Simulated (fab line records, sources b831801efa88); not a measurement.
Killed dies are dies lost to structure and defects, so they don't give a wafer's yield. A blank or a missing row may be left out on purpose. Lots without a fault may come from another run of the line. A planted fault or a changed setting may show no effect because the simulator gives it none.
Chamber matching | flow sfq_line | SFQ_TRILAYER_I3_CMP_CMP_082 on cmp-01: 4 sister chambers
The step polishes SiO2. 4 wafers are shown with their chamber, then 9 later ones without.

WAFERS WITH THEIR CHAMBER
wafer  | chamber | motor_current_A (A)
L249.5 | 0       | 9.7
L250.6 | 2       | 9.6
L255.5 | 1       | 11.4
L257.1 | 3       | 9.5

WAFERS WITHOUT THEIR CHAMBER
wafer  | motor_current_A (A)
L257.3 | 9.6
L257.4 | 11.0
L259.1 | 9.6
L259.3 | 10.0
L259.5 | 9.5
L262.3 | 10.3
L262.4 | 10.9
L263.3 | 10.0
L263.5 | 9.2

WHICH CHAMBER EACH WENT THROUGH
wafer  | from the rows above               | in truth
L257.3 | can't be placed: 2 or 0 or 3      | 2
L257.4 | 1                                 | 1
L259.1 | can't be placed: 2 or 0 or 3      | 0
L259.3 | can't be placed: 0 or 2 or 3      | 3
L259.5 | can't be placed: 3 or 2 or 0      | 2
L262.3 | can't be placed: 0 or 2 or 3 or 1 | 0
L262.4 | 1                                 | 1
L263.3 | can't be placed: 0 or 2 or 3      | 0
L263.5 | can't be placed: 3 or 2 or 0      | 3
Placed correctly: 2 of 9. Can't be placed from these rows: 7 (the true chamber is among the candidates in 7). Placed wrongly: 0.
How it was worked out, from the rows above alone: a wafer's distance from a chamber is the root of the sum, over the readings, of the square of ((its reading less the chamber's mean) divided by the reading's scatter). The wafer belongs to the nearest chamber; if the next one is less than 2 further off, it can't be placed. A chamber's mean is the mean of its shown wafers. The scatter: with one shown wafer a chamber, the root of the mean of the squares of how far each hidden wafer lies from its nearest shown one.
